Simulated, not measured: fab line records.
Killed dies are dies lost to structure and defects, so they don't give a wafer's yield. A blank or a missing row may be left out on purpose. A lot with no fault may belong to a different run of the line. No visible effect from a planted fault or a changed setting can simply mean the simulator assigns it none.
fab line records ; flow sky130
record lots=12; wafers=36; last_day=51
route steps=708 shown VIA3@589 METAL4@631 METAL5@662 PAD_OPEN@708
lots with no fault: from the same line, run without faults
start_h: start of the lot's first displayed wafer, in hours after the record's first day ; wait_h: hours since the lot's step before ; " as in the row above ; L1.1+2: a single row standing in for several wafers ; - no value, or no start was given ; * or withheld: withheld ; < > ~ a bound
route shown NAME@n: a module of which the file shows steps, and the number in the route of the first ; usual: average and standard deviation across the fault-free wafers ; same: alike in all rows ; chamber/n: place in a boat ; sites: per-site readings ; _std_site: how widely they spread, as a standard deviation ; _edge_site: mean of outer sites minus mean of inner sites ; radius_mm: how far each site lies from the wafer's centre ; mask NAME#n: copy n ; behind: the tool/chamber that last shaped the wafer ; hold: why the lot went on hold/how many hours it stayed there/how the hold came to an end ; device: the n, p or np transistor that did not switch ; end of line: the tests these same wafers got at the end of their route ; a step with no rows: only its recipe ; killed: dies lost to structure and defects at the first sort, not the wafer's yield ; map: per-die view of a wafer (x killed, . not killed, _ where there is no die)
set.NAME: the setting that was run; set.NAME@STEP: the one run at that earlier step ; model.NAME: the simulator's own value behind a step, which no gauge read
the route's steps for a sample of lots (tables are steps, rows are wafers)
services: the hour from which a tool's chamber was out of use, counted from the record's first day as start_h (under 0 if before that day), plus the number of hours and why
## steps
# step SKY_VIA3_STRIP_16
# recipe chemistry=O2/N2; power_w=1400; pressure_mtorr=1500; platen_temp_c=withheld; o2_flow_sccm=3000; n2_flow_sccm=300; overash_fraction=0.5
# usual drypump_motor_current_A=6.0/0.42; oes_product_au=0.403/0.0049; strip_time_to_endpoint_s=4.144/0.019
lot.wafer;tool;chamber;start_h;wait_h;drypump_motor_current_A;oes_product_au;rf_hours_counter_h;strip_time_to_endpoint_s
L489.1;plasma_asher-03;0;923.77;0.0;6.6;0.407;112;4.156
L489.2;plasma_asher-03;1;923.77;0.0;5.5;0.400;112;4.152
L489.3;plasma_asher-03;1;923.77;0.0;5.5;0.401;-;4.170
L491.1;plasma_asher-03;1;954.67;0.0;5.5;0.402;115;4.153
L491.5;plasma_asher-03;1;954.67;0.0;5.5;0.406;-;4.157
L491.6;plasma_asher-03;0;954.67;0.0;6.5;0.402;-;4.126
L494.3;plasma_asher-01;1;955.70;0.1;6.0;0.402;-;4.134
L494.4;plasma_asher-01;0;955.70;0.1;5.5;0.404;-;4.161
L494.5;plasma_asher-01;1;955.70;0.1;6.0;0.397;-;4.170
L493.2;plasma_asher-03;1;959.92;0.0;5.5;0.409;116;4.153
L493.4;plasma_asher-03;1;959.92;0.0;5.5;0.413;-;4.166
L493.5;plasma_asher-03;1;959.92;0.0;5.4;0.400;-;4.154
L501.2;plasma_asher-03;1;1011.22;0.1;5.5;0.399;121;4.161
L501.4;plasma_asher-03;0;1011.22;0.1;6.5;0.408;-;4.129
L501.6;plasma_asher-03;1;1011.22;0.1;5.5;0.399;-;4.129
L503.1;plasma_asher-04;0;1020.62;0.0;6.5;0.405;60;4.104
L503.3;plasma_asher-04;0;1020.62;0.0;6.5;0.405;-;4.145
L503.6;plasma_asher-04;1;1020.62;0.0;6.0;0.401;-;4.127
L504.2;plasma_asher-01;1;1029.17;0.0;5.9;0.402;29;4.131
L504.3;plasma_asher-01;1;1029.17;0.0;5.9;0.405;-;4.126
L504.5;plasma_asher-01;1;1029.17;0.0;5.9;0.399;-;4.148
L507.3;plasma_asher-04;0;1045.80;0.1;6.4;0.407;-;4.135
L507.4;plasma_asher-04;1;1045.80;0.1;5.9;0.402;-;4.125
L507.6;plasma_asher-04;1;1045.80;0.1;6.0;0.399;-;4.138
L508.1;plasma_asher-04;1;1065.43;0.0;6.0;0.401;65;4.122
L508.2;plasma_asher-04;0;1065.43;0.0;6.5;0.396;65;4.134
L508.3;plasma_asher-04;1;1065.43;0.0;6.0;0.401;-;4.144
L510.1;plasma_asher-03;1;1082.22;0.0;5.5;0.402;2;4.167
L510.3;plasma_asher-03;1;1082.22;0.0;5.5;0.400;-;4.157
L510.6;plasma_asher-03;1;1082.22;0.0;5.5;0.400;-;4.131
L512.1;plasma_asher-01;1;1105.42;0.0;5.9;0.394;36;4.126
L512.2;plasma_asher-01;0;1105.42;0.0;5.5;0.395;36;4.099
L512.4;plasma_asher-01;1;1105.42;0.0;5.9;0.411;-;4.127
L511.1;plasma_asher-03;1;1105.77;0.0;5.5;0.407;4;4.184
L511.3;plasma_asher-03;1;1105.77;0.0;5.5;0.412;-;4.155
L511.4;plasma_asher-03;0;1105.77;0.0;6.5;0.409;-;4.182
# step SKY_METAL4_DESCUM_15
# recipe chemistry=O2; source_power_w=150; bias_power_w=0; pressure_mtorr=10; temp_c=40; time_s=8
# usual drypump_motor_current_A=6.0/0.33; oes_product_au=1.002/0.0096
# same time_s=8
lot.wafer;tool;chamber;start_h;wait_h;drypump_motor_current_A;oes_product_au;rf_hours_counter_h
L489.1;rie_metal-03;0;973.22;0.0;5.9;1.011;5
L489.2;rie_metal-03;1;973.22;0.0;6.4;1.004;13
L489.3;rie_metal-03;0;973.22;0.0;5.9;1.016;-
L491.1;rie_metal-02;0;1000.52;0.0;6.3;1.005;13
L491.5;rie_metal-02;1;1000.52;0.0;5.3;1.003;-
L491.6;rie_metal-02;0;1000.52;0.0;6.3;1.005;-
L494.3;rie_metal-04;1;1002.93;0.0;5.7;0.988;-
L494.4;rie_metal-04;0;1002.93;0.0;6.0;0.985;-
L494.5;rie_metal-04;0;1002.93;0.0;6.0;0.992;-
L493.2;rie_metal-04;1;1008.17;0.0;5.7;0.997;1
L493.4;rie_metal-04;1;1008.17;0.0;5.7;0.990;-
L493.5;rie_metal-04;0;1008.17;0.0;6.0;0.990;-
L501.2;rie_metal-03;1;1056.98;0.0;6.4;1.001;17
L501.4;rie_metal-03;1;1056.98;0.0;6.4;0.999;-
L501.6;rie_metal-03;1;1056.98;0.0;6.4;1.007;-
L503.1;rie_metal-03;0;1066.87;0.0;5.9;1.006;10
L503.3;rie_metal-03;1;1066.87;0.0;6.4;1.010;-
L503.6;rie_metal-03;1;1066.87;0.0;6.4;1.006;-
L504.2;rie_metal-04;1;1072.92;0.0;5.7;0.990;5
L504.3;rie_metal-04;0;1072.92;0.0;6.0;0.994;-
L504.5;rie_metal-04;0;1072.92;0.0;6.0;0.995;-
L507.3;rie_metal-03;1;1091.13;0.0;6.4;1.000;-
L507.4;rie_metal-03;0;1091.13;0.0;5.9;1.016;-
L507.6;rie_metal-03;1;1091.13;0.0;6.5;1.010;-
L508.1;rie_metal-03;1;1109.82;0.0;6.4;1.010;21
L508.2;rie_metal-03;0;1109.82;0.0;5.9;1.015;13
L508.3;rie_metal-03;0;1109.82;0.0;5.9;1.005;-
L510.1;rie_metal-02;1;1125.22;0.0;5.3;1.005;16
L510.3;rie_metal-02;1;1125.22;0.0;5.3;1.006;-
L510.6;rie_metal-02;1;1125.22;0.0;5.3;1.006;-
L512.1;rie_metal-02;0;1145.72;0.0;6.3;0.999;24
L512.2;rie_metal-02;1;1145.72;0.0;5.3;0.997;17
L512.4;rie_metal-02;0;1145.72;0.0;6.3;0.994;-
L511.1;rie_metal-03;1;1146.83;0.0;6.4;0.994;24
L511.3;rie_metal-03;0;1146.83;0.0;5.9;1.010;-
L511.4;rie_metal-03;1;1146.83;0.0;6.4;1.001;-
# step SKY_METAL4_ETCH_17
# recipe target=SiO2; stop_on=TiN; chemistry=C4F8/O2/Ar; source_w=1500; bias_w=1200; pressure_mtorr=40; c4f8_flow_sccm=withheld; O2_flow_sccm=6; Ar_flow_sccm=300; time_s=3.9; target_depth_a=150
# usual bias_w=1200/3.4; oes_product_au=0.756/0.0062
# same time_s=3.9
lot.wafer;tool;chamber;start_h;wait_h;bias_w;oes_product_au;rf_hours_counter_h
L489.1;rie_diel-02;0;973.35;0.1;1200;0.746;7
L489.2;rie_diel-02;1;973.35;0.1;1194;0.747;25
L489.3;rie_diel-02;2;973.35;0.1;1198;0.752;12
L491.1;rie_diel-04;3;1000.65;0.1;1196;0.758;6
L491.5;rie_diel-04;3;1000.65;0.1;1200;0.750;-
L491.6;rie_diel-04;2;1000.65;0.1;1192;0.759;-
L494.3;rie_diel-04;3;1003.05;0.0;1200;0.765;6
L494.4;rie_diel-04;2;1003.05;0.0;1200;0.755;11
L494.5;rie_diel-04;2;1003.05;0.0;1198;0.757;-
L493.2;rie_diel-02;0;1008.31;0.1;1198;0.752;-
L493.4;rie_diel-02;0;1008.31;0.1;1201;0.757;-
L493.5;rie_diel-02;0;1008.31;0.1;1203;0.764;-
L501.2;rie_diel-04;3;1057.11;0.1;1197;0.751;7
L501.4;rie_diel-04;0;1057.11;0.1;1201;0.756;14
L501.6;rie_diel-04;2;1057.11;0.1;1200;0.765;-
L503.1;rie_diel-03;0;1067.00;0.1;1200;0.755;4
L503.3;rie_diel-03;2;1067.00;0.1;1196;0.757;16
L503.6;rie_diel-03;3;1067.00;0.1;1203;0.758;-
L504.2;rie_diel-04;1;1073.05;0.1;1198;0.748;21
L504.3;rie_diel-04;0;1073.05;0.1;1205;0.760;14
L504.5;rie_diel-04;1;1073.05;0.1;1200;0.754;-
L507.3;rie_diel-04;2;1091.25;0.0;1199;0.765;14
L507.4;rie_diel-04;0;1091.25;0.0;1196;0.756;15
L507.6;rie_diel-04;0;1091.25;0.0;1200;0.766;-
L508.1;rie_diel-03;2;1109.95;0.1;1207;0.760;17
L508.2;rie_diel-03;0;1109.95;0.1;1196;0.753;6
L508.3;rie_diel-03;1;1109.95;0.1;1201;0.746;22
L510.1;rie_diel-02;2;1125.35;0.1;1204;0.750;16
L510.3;rie_diel-02;3;1125.35;0.1;1202;0.757;18
L510.6;rie_diel-02;1;1125.35;0.1;1199;0.751;-
L512.1;rie_diel-04;2;1145.85;0.1;1198;0.745;16
L512.2;rie_diel-04;3;1145.85;0.1;1195;0.750;11
L512.4;rie_diel-04;0;1145.85;0.1;1200;0.765;17
L511.1;rie_diel-03;3;1146.96;0.1;1196;0.755;3
L511.3;rie_diel-03;2;1146.96;0.1;1204;0.748;19
L511.4;rie_diel-03;1;1146.96;0.1;1202;0.763;23
# step SKY_METAL5_SPUTTER_01
# recipe material=TiN; target_thk_nm=20; power_w=6500; time_s=16.7; chamber_pressure_pa=0.4
# usual throttle_valve_pct=29.9/1.1
# same time_s=16.7
lot.wafer;tool;chamber;start_h;wait_h;throttle_valve_pct
L489.1;pvd_sputter-02;-;999.48;0.0;30.4
L489.2;pvd_sputter-02;-;999.48;0.0;29.0
L489.3;pvd_sputter-02;-;999.48;0.0;30.5
L491.1;pvd_sputter-03;-;1025.47;0.0;29.9
L491.5;pvd_sputter-03;-;1025.47;0.0;29.7
L491.6;pvd_sputter-03;-;1025.47;0.0;30.2
L494.3;pvd_sputter-03;-;1027.57;0.0;30.0
L494.4;pvd_sputter-03;-;1027.57;0.0;31.1
L494.5;pvd_sputter-03;-;1027.57;0.0;30.3
L493.2;pvd_sputter-04;-;1033.95;0.0;28.4
L493.4;pvd_sputter-04;-;1033.95;0.0;30.0
L493.5;pvd_sputter-04;-;1033.95;0.0;27.7
L501.2;pvd_sputter-04;-;1080.46;0.0;29.6
L501.4;pvd_sputter-04;-;1080.46;0.0;31.2
L501.6;pvd_sputter-04;-;1080.46;0.0;28.0
L503.1;pvd_sputter-04;-;1091.19;0.0;27.8
L503.3;pvd_sputter-04;-;1091.19;0.0;29.6
L503.6;pvd_sputter-04;-;1091.19;0.0;28.3
L504.2;pvd_sputter-02;-;1095.97;0.0;28.8
L504.3;pvd_sputter-02;-;1095.97;0.0;30.7
L504.5;pvd_sputter-02;-;1095.97;0.0;30.6
L507.3;pvd_sputter-04;-;1114.13;0.0;29.7
L507.4;pvd_sputter-04;-;1114.13;0.0;29.8
L507.6;pvd_sputter-04;-;1114.13;0.0;31.2
L508.1;pvd_sputter-03;-;1132.52;0.0;30.7
L508.2;pvd_sputter-03;-;1132.52;0.0;28.7
L508.3;pvd_sputter-03;-;1132.52;0.0;29.8
L510.1;pvd_sputter-02;-;1146.68;0.0;31.5
L510.3;pvd_sputter-02;-;1146.68;0.0;30.5
L510.6;pvd_sputter-02;-;1146.68;0.0;30.6
L512.1;pvd_sputter-02;-;1165.58;0.0;31.6
L512.2;pvd_sputter-02;-;1165.58;0.0;30.3
L512.4;pvd_sputter-02;-;1165.58;0.0;30.2
L511.1;pvd_sputter-03;-;1166.69;0.0;31.2
L511.3;pvd_sputter-03;-;1166.69;0.0;28.5
L511.4;pvd_sputter-03;-;1166.69;0.0;28.5
# step SKY_PAD_OPEN_PROBE_99
# usual defect_limited_yield=82.2/1.8; killed_at_M0_to_M3=44/6.8; killed_at_M4_up=2.9/1.9; killed_at_contacts=24/5.2; killed_at_front_end=16/4.1; killed_at_other=0.4/0.74; killed_dies=88/9.1; killed_open=48/7.2; killed_short=39/5.6; sort_bin_3_pad_short=0.9/0.43; sort_bin_5_function=10.6/1.4; sort_bin_6_memory=6.3/1; sort_n_pass=404/9.1; sort_yield_pct=82.2/1.8
# same gross_dies=492; killed_at_back_side=0; sort_bin_4_leakage[%]=0; sort_bin_8_speed[%]=0
lot.wafer;tool;chamber;start_h;wait_h;defect_limited_yield[%];killed_at_M0_to_M3;killed_at_M4_up;killed_at_contacts;killed_at_front_end;killed_at_other;killed_dies;killed_open;killed_short;sort_bin_3_pad_short[%];sort_bin_5_function[%];sort_bin_6_memory[%];sort_n_pass;sort_yield_pct[%]
L489.1;prober-02;-;1069.68;0.1;79.5;48;4;29;17;3;101;54;43;1.0;9.8;9.8;391;79.5
L489.2;prober-02;-;1069.73;0.1;81.9;41;3;33;12;0;89;51;38;1.2;10.8;6.1;403;81.9
L489.3;prober-02;-;1069.78;0.2;82.5;44;3;28;9;2;86;49;36;0.4;11.2;5.9;406;82.5
L491.1;prober-02;-;1094.12;0.1;80.3;52;2;27;16;0;97;54;41;0.6;14.4;4.7;395;80.3
L491.5;prober-02;-;1094.32;0.2;83.3;43;3;22;14;0;82;41;40;0.6;8.7;7.3;410;83.3
L491.6;prober-02;-;1094.37;0.2;78.5;50;3;34;19;0;106;64;40;1.0;11.8;8.7;386;78.5
L494.3;prober-02;-;1095.09;0.2;80.1;55;3;25;15;0;98;58;40;1.2;11.4;7.3;394;80.1
L494.4;prober-02;-;1095.14;0.2;81.7;43;2;25;19;1;90;45;44;1.0;12.6;4.7;402;81.7
L494.5;prober-02;-;1095.19;0.2;80.9;53;1;19;21;0;94;47;47;1.6;12.0;5.5;398;80.9
L501.2;prober-02;-;1143.39;0.1;71.7;107;3;23;6;0;139;46;26;3.7;17.7;6.9;353;71.7
L501.4;prober-02;-;1143.49;0.2;85.0;43;3;20;8;0;74;36;38;1.2;8.7;5.1;418;85.0
L501.6;prober-02;-;1143.59;0.2;73.0;102;0;18;12;1;133;36;38;5.1;16.1;5.9;359;73.0
L504.2;prober-01;-;1157.94;0.1;84.1;30;1;26;19;2;78;45;31;0.4;8.9;6.5;414;84.1
L504.3;prober-01;-;1157.99;0.2;86.6;26;2;26;12;0;66;35;31;0.2;8.9;4.3;426;86.6
L504.5;prober-01;-;1158.09;0.2;79.7;53;2;27;17;1;100;46;53;0.8;12.6;6.9;392;79.7
L507.3;prober-02;-;1172.87;0.2;83.1;46;1;25;11;0;83;48;34;0.4;8.7;7.7;409;83.1
L507.4;prober-02;-;1172.92;0.2;82.7;47;6;21;10;1;85;45;39;1.2;10.0;6.1;407;82.7
L507.6;prober-02;-;1173.02;0.2;83.3;32;2;29;19;0;82;48;34;0.6;11.2;4.9;410;83.3
L508.1;prober-01;-;1188.88;0.1;81.9;50;6;21;12;0;89;41;48;0.8;10.0;7.3;403;81.9
L508.2;prober-01;-;1188.93;0.1;83.7;45;2;19;14;0;80;42;38;0.8;10.0;5.5;412;83.7
L508.3;prober-01;-;1188.98;0.2;79.9;55;5;23;16;0;99;54;45;1.6;12.0;6.5;393;79.9
L510.1;prober-01;-;1199.93;0.1;81.5;51;4;22;14;0;91;53;37;1.0;11.2;6.3;401;81.5
L510.3;prober-01;-;1200.03;0.2;81.3;40;1;37;14;0;92;53;39;0.6;10.0;8.1;400;81.3
L510.6;prober-01;-;1200.18;0.2;81.5;54;2;20;15;0;91;45;46;1.4;11.0;6.1;401;81.5
# killed by level:class
L489.1 CONTACT:geometric_particle:open=13 VIA1:geometric_particle:open=9 LI_CONTACT:geometric_particle:open=9 METAL2:geometric_particle:short=8 FIELD_ISO:geometric_particle:open=7 VIA3:geometric_particle:open=7 METAL1:geometric_particle:short=6 VIA1:geometric_particle:short=5
L489.2 CONTACT:geometric_particle:open=13 VIA1:geometric_particle:open=8 LI_CONTACT:geometric_particle:open=7 VIA3:geometric_particle:open=6 LOCAL_INTERCONNECT:geometric_particle:short=5 METAL1:geometric_particle:short=5 VIA2:geometric_particle:open=5 METAL3:geometric_particle:short=5
L489.3 CONTACT:geometric_particle:open=14 VIA1:geometric_particle:open=14 VIA1:geometric_particle:short=8 CONTACT:geometric_particle:short=5 FIELD_ISO:geometric_particle:open=4 LI_CONTACT:geometric_particle:open=4 VIA2:geometric_particle:short=4 VIA3:geometric_particle:open=4
L491.1 VIA1:geometric_particle:open=11 VIA2:geometric_particle:open=11 CONTACT:geometric_particle:open=9 LI_CONTACT:geometric_particle:open=7 METAL1:geometric_particle:short=7 CONTACT:geometric_particle:short=6 METAL2:geometric_particle:short=6 VIA3:geometric_particle:open=6
L491.5 CONTACT:geometric_particle:open=7 VIA1:geometric_particle:short=7 FIELD_ISO:geometric_particle:open=6 VIA3:geometric_particle:open=6 METAL1:geometric_particle:short=6 VIA1:geometric_particle:open=6 LI_CONTACT:geometric_particle:open=5 FIELD_ISO:geometric_particle:short=4
L491.6 VIA1:geometric_particle:open=15 LI_CONTACT:geometric_particle:open=10 CONTACT:geometric_particle:open=9 FIELD_ISO:geometric_particle:open=6 METAL1:geometric_particle:short=6 POLY_GATE:geometric_particle:open=5 CONTACT:geometric_particle:short=5 VIA2:geometric_particle:open=5
L494.3 VIA1:geometric_particle:open=15 VIA2:geometric_particle:open=12 CONTACT:geometric_particle:open=8 METAL2:geometric_particle:short=7 CONTACT:geometric_particle:short=6 POLY_GATE:geometric_particle:short=5 LI_CONTACT:geometric_particle:open=5 FIELD_ISO:geometric_particle:open=4
L494.4 LI_CONTACT:geometric_particle:open=8 METAL1:geometric_particle:short=7 CONTACT:geometric_particle:short=7 VIA2:geometric_particle:open=6 VIA3:geometric_particle:open=6 FIELD_ISO:geometric_particle:open=5 FIELD_ISO:geometric_particle:short=5 METAL3:geometric_particle:short=5
L494.5 VIA1:geometric_particle:open=10 METAL1:geometric_particle:short=7 POLY_GATE:geometric_particle:short=6 LI_CONTACT:geometric_particle:open=6 VIA3:geometric_particle:open=6 VIA1:geometric_particle:short=5 CONTACT:geometric_particle:short=5 CONTACT:geometric_particle:open=5
L501.2 VIA3:unspecified=66 LI_CONTACT:geometric_particle:open=11 VIA1:geometric_particle:open=10 VIA3:geometric_particle:open=10 CONTACT:geometric_particle:open=5 METAL2:geometric_particle:short=5 VIA1:geometric_particle:short=4 VIA2:geometric_particle:open=4
L501.4 CONTACT:geometric_particle:open=10 VIA1:geometric_particle:short=9 VIA1:geometric_particle:open=7 VIA3:geometric_particle:open=7 METAL1:geometric_particle:short=5 METAL2:geometric_particle:short=5 VIA2:geometric_particle:short=4 LI_CONTACT:geometric_particle:open=4
L501.6 VIA3:unspecified=58 VIA1:geometric_particle:short=8 VIA3:geometric_particle:open=8 METAL2:geometric_particle:short=7 VIA1:geometric_particle:open=6 LI_CONTACT:geometric_particle:open=5 CONTACT:geometric_particle:short=5 CONTACT:geometric_particle:open=4
L504.2 CONTACT:geometric_particle:open=9 LI_CONTACT:geometric_particle:open=8 POLY_GATE:geometric_particle:open=8 FIELD_ISO:geometric_particle:short=5 VIA1:geometric_particle:open=5 VIA2:geometric_particle:open=5 LI_CONTACT:geometric_particle:short=4 VIA3:geometric_particle:open=4
L504.3 CONTACT:geometric_particle:open=10 CONTACT:geometric_particle:short=7 VIA2:geometric_particle:open=7 LI_CONTACT:geometric_particle:open=6 METAL1:geometric_particle:short=6 SPACER:geometric_particle:short=4 VIA3:geometric_particle:open=3 POLY_GATE:geometric_particle:open=3
L504.5 CONTACT:geometric_particle:open=11 METAL1:geometric_particle:short=9 CONTACT:geometric_particle:short=8 VIA1:geometric_particle:open=8 METAL2:geometric_particle:short=8 POLY_GATE:geometric_particle:short=7 VIA2:geometric_particle:open=7 VIA2:geometric_particle:short=5
L507.3 VIA1:geometric_particle:open=11 LI_CONTACT:geometric_particle:open=10 CONTACT:geometric_particle:open=8 VIA1:geometric_particle:short=8 VIA2:geometric_particle:open=6 METAL1:geometric_particle:short=5 CONTACT:geometric_particle:short=4 VIA2:geometric_particle:short=4
L507.4 VIA2:geometric_particle:open=11 VIA1:geometric_particle:open=8 CONTACT:geometric_particle:open=7 LI_CONTACT:geometric_particle:open=7 METAL2:geometric_particle:short=6 VIA1:geometric_particle:short=5 METAL1:geometric_particle:short=4 METAL3:geometric_particle:short=4
L507.6 CONTACT:geometric_particle:open=12 LI_CONTACT:geometric_particle:open=10 VIA1:geometric_particle:open=7 FIELD_ISO:geometric_particle:open=6 CONTACT:geometric_particle:short=6 METAL1:geometric_particle:short=5 METAL2:geometric_particle:short=5 FIELD_ISO:geometric_particle:short=4
L508.1 VIA1:geometric_particle:open=9 VIA3:geometric_particle:open=9 VIA1:geometric_particle:short=8 LI_CONTACT:geometric_particle:open=7 METAL1:geometric_particle:short=6 METAL4:geometric_particle:short=6 CONTACT:geometric_particle:open=5 VIA3:geometric_particle:short=4
L508.2 VIA2:geometric_particle:open=11 LI_CONTACT:geometric_particle:open=7 VIA1:geometric_particle:open=6 METAL1:geometric_particle:short=6 CONTACT:geometric_particle:open=5 CONTACT:geometric_particle:short=5 METAL2:geometric_particle:short=5 FIELD_ISO:geometric_particle:short=4
L508.3 VIA1:geometric_particle:open=12 CONTACT:geometric_particle:open=9 VIA3:geometric_particle:open=9 POLY_GATE:geometric_particle:open=7 METAL2:geometric_particle:short=7 METAL3:geometric_particle:short=6 LI_CONTACT:geometric_particle:open=6 CONTACT:geometric_particle:short=6
L510.1 VIA1:geometric_particle:open=10 VIA3:geometric_particle:open=9 CONTACT:geometric_particle:open=9 VIA2:geometric_particle:open=7 LI_CONTACT:geometric_particle:open=6 METAL1:geometric_particle:short=6 POLY_GATE:geometric_particle:open=5 CONTACT:geometric_particle:short=4
L510.3 LI_CONTACT:geometric_particle:open=13 CONTACT:geometric_particle:open=10 VIA3:geometric_particle:open=8 METAL3:geometric_particle:short=6 LI_CONTACT:geometric_particle:short=5 CONTACT:geometric_particle:short=5 VIA1:geometric_particle:open=5 VIA2:geometric_particle:open=5
L510.6 VIA2:geometric_particle:open=14 VIA1:geometric_particle:open=9 METAL2:geometric_particle:short=8 VIA1:geometric_particle:short=7 FIELD_ISO:geometric_particle:short=6 CONTACT:geometric_particle:open=5 LOCAL_INTERCONNECT:geometric_particle:short=5 VIA3:geometric_particle:open=5
## services
tool;chamber;start_h;hours;kind
rie_metal-04;0;904.51;6.1;repair
rie_metal-03;-;926.66;0.4;repair
pvd_sputter-02;-;939.26;2.4;repair
rie_metal-02;1;947.03;5.7;repair
rie_metal-02;0;951.45;15.9;repair
pvd_sputter-03;-;994.98;2.5;repair
pvd_sputter-04;-;996.36;1.7;repair
rie_diel-02;2;997.15;39.1;repair
rie_diel-02;3;999.02;12.0;repair
rie_diel-03;0;999.60;4.5;repair
plasma_asher-04;-;1008.63;8.8;pm
rie_diel-03;-;1015.22;0.9;repair
rie_diel-02;-;1019.65;1.0;repair
rie_metal-04;-;1027.69;1.4;pm
rie_diel-04;-;1029.02;0.7;repair
rie_diel-02;-;1043.35;2.1;repair
plasma_asher-03;-;1055.32;9.0;pm
rie_metal-02;1;1055.97;22.8;repair
rie_metal-03;1;1058.82;4.3;repair
plasma_asher-01;-;1061.48;2.2;repair
pvd_sputter-02;-;1086.25;9.4;repair
pvd_sputter-03;-;1093.89;1.9;repair
rie_metal-03;-;1109.04;0.6;repair
rie_diel-04;2;1135.04;3.2;repair
## key
first_sign step=SKY_PAD_OPEN_PROBE_99; reading=killed_at_M0_to_M3; direction=up; sigmas=8.9; usual=44; struck=104
effect step=SKY_PAD_OPEN_PROBE_99; reading=sort_bin_3_pad_short; direction=up; sigmas=8.1; usual=0.9; struck=4.4
met_at SKY_VIA3_STRIP_16
struck_lots L501
struck_wafers L501.2,L501.6
not_acting_at SKY_METAL4_DESCUM_15,SKY_METAL4_ETCH_17,SKY_METAL5_SPUTTER_01
onset_between 959.92 1011.22
fault kind=chamber_particle_source; tool=plasma_asher-03; chamber=1; onset_h=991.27; steps=SKY_VIA3_STRIP_16; rate_per_visit_cm2=1.2909; end_h=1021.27
